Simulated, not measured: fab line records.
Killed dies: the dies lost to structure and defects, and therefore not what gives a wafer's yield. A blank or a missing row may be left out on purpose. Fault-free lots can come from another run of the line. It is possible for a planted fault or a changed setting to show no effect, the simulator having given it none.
Which tool was responsible?	flow sky130	72 wafers from 24 lots sampled at 5 of the route's 708 steps

== WHAT THE GAUGES SHOWED, per wafer ==
SKY_CAPM_RS_MEAS_03: uses a four-point probe to measure. Usual: CAPM_TIN_RS typically reads 6.88 ohm/sq, with standard deviation 0.062.
lot	measured	on	CAPM_TIN_RS (ohm/sq)	flag
L074	day 34 08:16	filmMetro-02	6.91 6.89 6.89	
L075	day 34 09:11	filmMetro-01	6.95 6.88 6.92	
L076	day 34 10:26	filmMetro-03	6.93 6.92 6.91	
L077	day 34 13:07	filmMetro-01	6.83 6.81 6.71	
L078	day 34 23:33	filmMetro-02	6.86 6.87 6.84	
L080	day 35 09:44	filmMetro-01	6.94 6.86 6.91	
L079	day 35 12:04	filmMetro-01	6.87 6.88 6.81	
L081	day 36 01:02	filmMetro-03	6.87 6.85 6.91	
L082	day 36 09:32	filmMetro-02	7.02 6.91 6.89	
L084	day 36 11:22	filmMetro-02	6.93 6.85 6.83	
L083	day 36 13:40	filmMetro-02	6.88 6.87 6.83	
L085	day 36 18:55	filmMetro-02	6.89 6.99 6.91	
L086	day 37 03:43	filmMetro-02	6.90 6.80 6.83	
L087	day 37 11:59	filmMetro-03	6.92 6.94 6.96	
L088	day 37 14:20	filmMetro-03	6.93 6.86 6.82	
L089	day 37 23:19	filmMetro-03	6.86 6.75 6.81	
L090	day 38 11:01	filmMetro-01	6.91 6.91 6.92	
L091	day 38 19:14	filmMetro-03	6.84 6.80 6.90	
L094	day 45 18:10	filmMetro-02	6.88 6.88 6.91	
L092	day 45 21:25	filmMetro-01	6.95 6.95 7.05	
L093	day 45 22:28	filmMetro-01	6.86 6.79 6.89	
L095	day 45 23:56	filmMetro-01	6.89 6.79 6.79	
L096	day 46 00:52	filmMetro-01	6.95 6.91 6.93	
L097	day 46 01:40	filmMetro-01	6.85 6.90 6.88	

SKY_CAPM_OVL_MEAS_12. Usual: CAPM_OVL typically reads -0.5 nm, with standard deviation 1.3.
lot	measured	on	CAPM_OVL (nm)	flag
L074	day 35 11:37	overlay-02	0.2 0.9 0.3	
L075	day 35 11:55	overlay-01	-0.8 -1.8 -0.5	
L076	day 35 13:50	overlay-02	1.4 -2.0 0.1	
L077	day 35 14:49	overlay-02	-1.3 -1.6 0.3	
L078	day 36 03:11	overlay-02	-2.6 -3.4 -3.5	
L080	day 36 12:14	overlay-01	-0.8 -0.5 -0.8	
L079	day 36 13:34	overlay-02	1.5 1.5 0.5	
L081	day 37 02:25	overlay-02	0.5 -1.0 1.4	
L082	day 37 11:35	overlay-01	-1.9 0.4 0.6	
L084	day 37 13:11	overlay-01	0.4 0.6 -0.4	
L083	day 37 15:23	overlay-02	-1.6 1.2 -0.7	
L085	day 37 21:43	overlay-01	-2.7 -1.7 -0.8	
L086	day 38 06:58	overlay-01	-0.1 -1.6 -1.1	
L087	day 38 14:44	overlay-02	-0.1 0.8 1.9	
L088	day 38 17:32	overlay-02	-2.4 -3.9 -1.6	
L089	day 39 01:08	overlay-02	-1.9 -1.4 -2.4	
L090	day 39 13:17	overlay-01	0.1 2.6 2.2	
L091	day 39 21:08	overlay-01	-0.7 -2.8 -1.0	
L094	day 46 12:34	overlay-01	-0.8 0.5 0.2	
L092	day 46 15:34	overlay-01	-1.0 0.8 1.6	
L093	day 46 16:13	overlay-02	-2.0 -0.8 -0.8	
L095	day 46 17:50	overlay-01	-0.2 1.1 0.5	
L096	day 46 18:24	overlay-01	0.0 -2.3 -0.7	
L097	day 46 19:28	overlay-02	0.7 0.2 0.2	

== WHAT TOOL EACH LOT RAN ON (gives the tool, then ch and the chambers of the sampled wafers, and finally the start) ==
lot	SKY_METAL2_DESCUM_17	SKY_METAL2_ETCH_18	SKY_CAPM_SPUTTER_02
L074	rieMetal-04 ch 0,1, day 33 02:44	rieMetal-04 ch 0,1, day 33 02:46	pvdSputter-04, day 34 08:09
L075	rieMetal-01 ch 0, day 33 03:25	rieMetal-01 ch 0, day 33 03:27	pvdSputter-03, day 34 09:04
L076	rieMetal-04 ch 0,1, day 33 05:14	rieMetal-04 ch 0,1, day 33 05:16	pvdSputter-03, day 34 10:19
L077	rieMetal-03 ch 0,1, day 33 06:40	rieMetal-03 ch 0,1, day 33 06:42	pvdSputter-04, day 34 13:00
L078	rieMetal-04 ch 0,1, day 33 18:10	rieMetal-04 ch 0,1, day 33 18:12	pvdSputter-03, day 34 23:25
L080	rieMetal-03 ch 0,1, day 34 03:31	rieMetal-03 ch 0,1, day 34 03:33	pvdSputter-04, day 35 09:37
L079	rieMetal-01 ch 0, day 34 05:58	rieMetal-01 ch 0, day 34 05:59	pvdSputter-04, day 35 11:57
L081	rieMetal-03 ch 0,1, day 34 18:22	rieMetal-03 ch 0,1, day 34 18:23	pvdSputter-03, day 36 00:54
L082	rieMetal-03 ch 0,1, day 35 03:13	rieMetal-03 ch 0,1, day 35 03:15	pvdSputter-03, day 36 09:25
L084	rieMetal-04 ch 0,1, day 35 05:44	rieMetal-04 ch 0,1, day 35 05:46	pvdSputter-01, day 36 11:16
L083	rieMetal-01 ch 0,1, day 35 07:40	rieMetal-01 ch 0,1, day 35 07:41	pvdSputter-03, day 36 13:32
L085	rieMetal-04 ch 0,1, day 35 13:40	rieMetal-04 ch 0,1, day 35 13:42	pvdSputter-04, day 36 18:48
L086	rieMetal-04 ch 0,1, day 35 22:44	rieMetal-04 ch 0,1, day 35 22:46	pvdSputter-04, day 37 03:35
L087	rieMetal-01 ch 0,1, day 36 06:49	rieMetal-01 ch 0,1, day 36 06:50	pvdSputter-03, day 37 11:52
L088	rieMetal-03 ch 1, day 36 08:19	rieMetal-03 ch 1, day 36 08:23	pvdSputter-01, day 37 14:14
L089	rieMetal-03 ch 0, day 36 17:16	rieMetal-03 ch 0, day 36 17:20	pvdSputter-04, day 37 23:12
L090	rieMetal-03 ch 0,1, day 37 04:41	rieMetal-03 ch 0,1, day 37 04:43	pvdSputter-03, day 38 10:54
L091	rieMetal-04 ch 0,1, day 37 12:58	rieMetal-04 ch 0,1, day 37 12:59	pvdSputter-04, day 38 19:08
L094	rieMetal-03 ch 0,1, day 44 18:47	rieMetal-03 ch 0,1, day 44 18:49	pvdSputter-01, day 45 18:02
L092	rieMetal-04 ch 0,1, day 44 21:59	rieMetal-04 ch 0,1, day 44 22:01	pvdSputter-04, day 45 21:17
L093	rieMetal-03 ch 0,1, day 44 23:29	rieMetal-03 ch 0,1, day 44 23:31	pvdSputter-01, day 45 22:20
L095	rieMetal-01 ch 0,1, day 45 00:56	rieMetal-01 ch 0,1, day 45 00:58	pvdSputter-04, day 45 23:48
L096	rieMetal-04 ch 0,1, day 45 01:58	rieMetal-04 ch 0,1, day 45 02:00	pvdSputter-03, day 46 00:43
L097	rieMetal-01 ch 1, day 45 02:40	rieMetal-01 ch 1, day 45 02:41	pvdSputter-01, day 46 01:32
- SKY_METAL2_DESCUM_17: chemistry O2, time 8 s.
- SKY_METAL2_ETCH_18: etches BARC in N2/H2, stops on SiO2, time 45.9 s, target depth 60 nm.
- SKY_CAPM_SPUTTER_02: material TiN, target thk 200 nm, time 166.7 s.

== WHAT THE TOOLS THEMSELVES READ (means of the sampled wafers that have a number; where no wafer has one, the mark that the record gives instead) ==
SKY_METAL2_DESCUM_17. Usual: chamberPressureMTorr 10.001 mTorr, standard deviation 0.0091; drypumpMotorCurrentA 5.6 A, standard deviation 0.42; oesProductAu 0.998 a.u., standard deviation 0.013.
lot	tool	chamberPressureMTorr (mTorr)	drypumpMotorCurrentA (A)	oesProductAu (a.u.)	flag
L074	rieMetal-04	9.995	6.2	1.004	
L075	rieMetal-01	10.000	5.7	0.981	
L076	rieMetal-04	10.007	6.0	1.000	
L077	rieMetal-03	9.996	5.3	1.004	
L078	rieMetal-04	10.004	6.1	0.996	
L080	rieMetal-03	10.006	5.3	0.990	
L079	rieMetal-01	10.004	5.7	0.980	
L081	rieMetal-03	10.003	5.3	0.996	
L082	rieMetal-03	10.005	5.3	0.997	
L084	rieMetal-04	10.003	6.1	0.999	
L083	rieMetal-01	10.001	5.5	0.984	
L085	rieMetal-04	9.996	6.1	0.999	
L086	rieMetal-04	9.997	6.2	1.007	
L087	rieMetal-01	10.000	5.6	0.983	
L088	rieMetal-03	10.006	5.6	1.003	
L089	rieMetal-03	9.995	5.1	0.995	
L090	rieMetal-03	10.008	5.3	0.995	
L091	rieMetal-04	9.996	5.9	1.021	
L094	rieMetal-03	10.008	5.4	0.991	
L092	rieMetal-04	9.997	5.9	1.015	
L093	rieMetal-03	9.999	5.3	0.996	
L095	rieMetal-01	10.006	5.4	1.000	
L096	rieMetal-04	9.994	6.1	0.999	
L097	rieMetal-01	10.004	5.3	0.997	

SKY_METAL2_ETCH_18. Usual: chamberPressureMTorr 30.001 mTorr, standard deviation 0.028; drypumpMotorCurrentA 5.7 A, standard deviation 0.43; oesProductAu 0.854 a.u., standard deviation 0.0045; throttleValvePct 13.224 %, standard deviation 0.0087.
lot	tool	chamberPressureMTorr (mTorr)	drypumpMotorCurrentA (A)	oesProductAu (a.u.)	throttleValvePct (%)	flag
L074	rieMetal-04	30.002	6.1	0.860	13.229	
L075	rieMetal-01	29.981	5.7	0.851	13.233	
L076	rieMetal-04	29.983	6.0	0.852	13.210	
L077	rieMetal-03	30.014	5.3	0.852	13.215	
L078	rieMetal-04	29.991	6.2	0.855	13.220	
L080	rieMetal-03	30.002	5.3	0.857	13.226	
L079	rieMetal-01	30.015	5.7	0.857	13.224	
L081	rieMetal-03	29.993	5.3	0.858	13.225	
L082	rieMetal-03	30.018	5.3	0.858	13.224	
L084	rieMetal-04	30.039	6.2	0.857	13.219	
L083	rieMetal-01	30.012	5.6	0.849	13.226	
L085	rieMetal-04	30.002	6.2	0.852	13.228	
L086	rieMetal-04	30.004	6.2	0.853	13.218	
L087	rieMetal-01	29.983	5.6	0.852	13.218	
L088	rieMetal-03	29.995	5.6	0.850	13.220	
L089	rieMetal-03	30.002	5.1	0.859	13.232	
L090	rieMetal-03	30.031	5.3	0.853	13.229	
L091	rieMetal-04	30.000	5.9	0.854	13.220	
L094	rieMetal-03	30.014	5.4	0.855	13.221	
L092	rieMetal-04	29.975	5.9	0.859	13.225	
L093	rieMetal-03	29.999	5.3	0.852	13.231	
L095	rieMetal-01	30.005	5.4	0.855	13.225	
L096	rieMetal-04	29.983	6.2	0.858	13.224	
L097	rieMetal-01	29.986	5.3	0.849	13.220	

SKY_CAPM_SPUTTER_02. Usual: chamberPressurePa 0.4000 Pa, standard deviation 0.00086; susceptorTempC 300.00 C, standard deviation 0.2; throttleValvePct 29.5 %, standard deviation 1.3.
lot	tool	chamberPressurePa (Pa)	susceptorTempC (C)	throttleValvePct (%)	flag
L074	pvdSputter-04	0.4005	300.03	29.4	
L075	pvdSputter-03	0.4000	299.88	29.0	
L076	pvdSputter-03	0.4000	300.03	29.3	
L077	pvdSputter-04	0.3996	299.94	29.8	
L078	pvdSputter-03	0.4004	300.11	28.8	
L080	pvdSputter-04	0.4004	299.93	29.7	
L079	pvdSputter-04	0.3991	299.96	29.8	
L081	pvdSputter-03	0.3997	299.77	29.1	
L082	pvdSputter-03	0.4001	300.12	29.0	
L084	pvdSputter-01	0.4006	300.01	31.0	
L083	pvdSputter-03	0.4005	300.02	29.1	
L085	pvdSputter-04	0.3997	300.16	28.5	
L086	pvdSputter-04	0.4006	300.02	28.7	
L087	pvdSputter-03	0.4000	300.04	28.9	
L088	pvdSputter-01	0.4000	299.97	30.3	
L089	pvdSputter-04	0.3996	299.97	28.5	
L090	pvdSputter-03	0.3997	299.89	29.1	
L091	pvdSputter-04	0.3993	300.05	28.4	
L094	pvdSputter-01	0.4004	299.76	29.2	
L092	pvdSputter-04	0.3995	300.05	29.7	
L093	pvdSputter-01	0.3995	300.14	30.3	
L095	pvdSputter-04	0.4003	300.12	29.3	
L096	pvdSputter-03	0.3997	300.05	28.8	
L097	pvdSputter-01	0.3999	299.99	30.1	

== THE ANSWER, worked out from the rows above alone ==
Rule: a lot is off if the mean of its wafers that have a number lies more than 3 standard deviations from the usual mean. A lot without any number at a reading at which 4 lots or more have one is off too. The other lots that the step has rows for count as sound. After the gauges, taken in route order, come the tools' own readings; for these a lot's mean is taken, as printed above. The first step at which some lot is off is used, and at that step the reading that is off furthest; a lot without a number counts as furthest.
None of the lots is off at any reading shown; this tells nothing.

== WHAT HAD BEEN PUT IN BY THE SIMULATOR ==
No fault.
